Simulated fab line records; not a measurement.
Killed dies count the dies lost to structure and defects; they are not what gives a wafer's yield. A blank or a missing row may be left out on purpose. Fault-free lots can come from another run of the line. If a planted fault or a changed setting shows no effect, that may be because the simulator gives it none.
Which tool did it? -- flow sky130 -- 11 lots with 33 wafers sampled at 5 steps, on a route of 708 steps

## WHAT THE GAUGES READ, wafer by wafer
SKY_METAL4_OVL_MEAS_14.
lot,measured,on,METAL4_OVL (nm)
L629,day 42 11:36,overlay-02,3 1 6
L630,day 43 05:05,overlay-02,-1 -1 -3
L631,day 43 06:02,overlay-01,-8 -9 -10
L632,day 43 11:44,overlay-01,-3 3 -2
L633,day 43 16:23,overlay-01,-9 -7 -9
L635,day 44 18:20,overlay-01,-2 4 3
L644,day 46 23:57,overlay-01,-7 -9 -9
L645,day 47 00:18,overlay-02,10 2 -2
L647,day 47 13:32,overlay-01,2 8 1
L648,day 48 03:14,overlay-02,7 9 3
L649,day 48 05:41,overlay-01,-4 2 1

SKY_PASSIVATION_THK_MEAS_03.
lot,measured,on,PASSIVATION_CVD_02_THK (nm)
L629,day 44 14:38,film_metro-04,532 538 546
L630,day 45 07:04,film_metro-03,537 549 545
L631,day 45 07:49,film_metro-03,546 544 555
L632,day 45 11:44,film_metro-02,529 546 536
L633,day 45 16:44,film_metro-04,545 541 551
L635,day 46 16:38,film_metro-03,462 549 542 462 548 542
L644,day 48 18:09,film_metro-04,530 533 547
L645,day 48 18:46,film_metro-03,537 540 546
L647,day 49 06:05,film_metro-02,530 541 537
L648,day 49 21:30,film_metro-02,537 532 542
L649,day 49 22:49,film_metro-04,534 536 538

## EACH LOT AND THE TOOL THAT RAN IT (in order: tool; ch and the chambers of the sampled wafers; start)
lot,SKY_VIA4_ETCH_12,SKY_VIA4_CVD_18,SKY_PASSIVATION_CVD_02
L629,"rie_diel-01 ch 0,1,2, day 43 12:32","cvd_w-02 ch 0,1, day 43 13:16","pecvd-04 ch 0,1, day 44 14:24"
L630,"rie_diel-03 ch 0,2,3, day 44 06:02","cvd_w-01 ch 0,1, day 44 06:50","pecvd-02 ch 0,1,2, day 45 06:50"
L631,"rie_diel-02 ch 0,1,2, day 44 06:42","cvd_w-02 ch 0,1, day 44 07:26","pecvd-03 ch 0,1, day 45 07:35"
L632,"rie_diel-02 ch 1,2, day 44 11:38","cvd_w-01 ch 0,1, day 44 12:25","pecvd-02 ch 0,1,2, day 45 11:31"
L633,"rie_diel-03 ch 1,2,3, day 44 15:59","cvd_w-01 ch 0,1, day 44 16:43","pecvd-03 ch 0,1, day 45 16:30"
L635,"rie_diel-02 ch 0,3, day 45 17:35","cvd_w-02 ch 0,1, day 45 18:19","pecvd-03 ch 0,1,2, day 46 16:24"
L644,"rie_diel-03 ch 1,2, day 47 20:20","cvd_w-01 ch 0,1, day 47 21:07","pecvd-02 ch 0,1,2, day 48 17:55"
L645,"rie_diel-02 ch 0,2, day 47 21:06","cvd_w-01 ch 0,1, day 47 21:50","pecvd-04 ch 1,2, day 48 18:32"
L647,"rie_diel-03 ch 0,3, day 48 09:08","cvd_w-01 ch 0,1, day 48 09:55","pecvd-02 ch 0,1, day 49 05:52"
L648,"rie_diel-01 ch 0,1,3, day 48 23:50","cvd_w-02 ch 0, day 49 00:34","pecvd-02 ch 0,1,2, day 49 21:16"
L649,"rie_diel-01 ch 0,2,3, day 49 01:18","cvd_w-01 ch 0,1, day 49 02:04","pecvd-04 ch 1,2, day 49 22:35"
- SKY_VIA4_ETCH_12: etches SiO2 in C4F8/O2/Ar, stops on TiN, target depth 580 nm.
- SKY_VIA4_CVD_18: deposits W, target thk 505 nm, time 152.14 s.
- SKY_PASSIVATION_CVD_02: deposits Si3N4, target thk 540 nm.

## WHAT THE TOOLS THEMSELVES READ (means of the sampled wafers that have a number; where no wafer has one, the mark that the record gives instead)
SKY_VIA4_ETCH_12.
lot,tool,oes_product_au (a.u.)
L629,rie_diel-01,0.930
L630,rie_diel-03,0.922
L631,rie_diel-02,0.925
L632,rie_diel-02,0.926
L633,rie_diel-03,0.925
L635,rie_diel-02,0.928
L644,rie_diel-03,0.924
L645,rie_diel-02,0.927
L647,rie_diel-03,0.921
L648,rie_diel-01,0.930
L649,rie_diel-01,0.929

SKY_VIA4_CVD_18.
lot,tool,heater_power_w (W)
L629,cvd_w-02,903
L630,cvd_w-01,787
L631,cvd_w-02,816
L632,cvd_w-01,799
L633,cvd_w-01,781
L635,cvd_w-02,821
L644,cvd_w-01,798
L645,cvd_w-01,791
L647,cvd_w-01,798
L648,cvd_w-02,1001
L649,cvd_w-01,788

SKY_PASSIVATION_CVD_02.
lot,tool,heater_power_w (W)
L629,pecvd-04,736
L630,pecvd-02,688
L631,pecvd-03,732
L632,pecvd-02,713
L633,pecvd-03,741
L635,pecvd-03,699
L644,pecvd-02,714
L645,pecvd-04,791
L647,pecvd-02,817
L648,pecvd-02,693
L649,pecvd-04,798

## THE ANSWER, worked out from the rows above alone
Rule: the usual values come from the lots themselves. Put in order of their means at a reading, lots are off if they are a third of the lots or fewer, leave a main group of 4 or more, and stand apart from it by a gap of 3 or more times the standard deviation of the main group's means; of several such gaps the widest counts. Not used: any main group whose means are identical at the precision the tables above print for the reading. Also off: a lot with no number at a reading for which 4 or more lots have one. All remaining lots with rows at the step are treated as sound. First the gauges in route order, then the tools' own readings, where a lot's mean is used as printed above. At the first step where some lot is off, the reading lying furthest off is the one used; lots without a number count as furthest.
Off: L635, at SKY_PASSIVATION_THK_MEAS_03 (PASSIVATION_CVD_02_THK). The main group has a mean of 540 nm with a standard deviation of 4.2.
A tool fits if, at a process step before that reading, it ran every lot that is off, and no sound lot after the first of them. The gauges at SKY_PASSIVATION_THK_MEAS_03 are tried like those tools. One candidate fits, namely pecvd-03 at SKY_PASSIVATION_CVD_02. A fault onset in the window from L633 (day 45 16:30, its last sound lot) to L635 (day 46 16:24, its first lot off) fits.

## WHAT WAS PUT IN BY THE SIMULATOR
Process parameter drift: pecvd-03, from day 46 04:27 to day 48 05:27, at SKY_PASSIVATION_CVD_02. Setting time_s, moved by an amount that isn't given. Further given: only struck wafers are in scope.
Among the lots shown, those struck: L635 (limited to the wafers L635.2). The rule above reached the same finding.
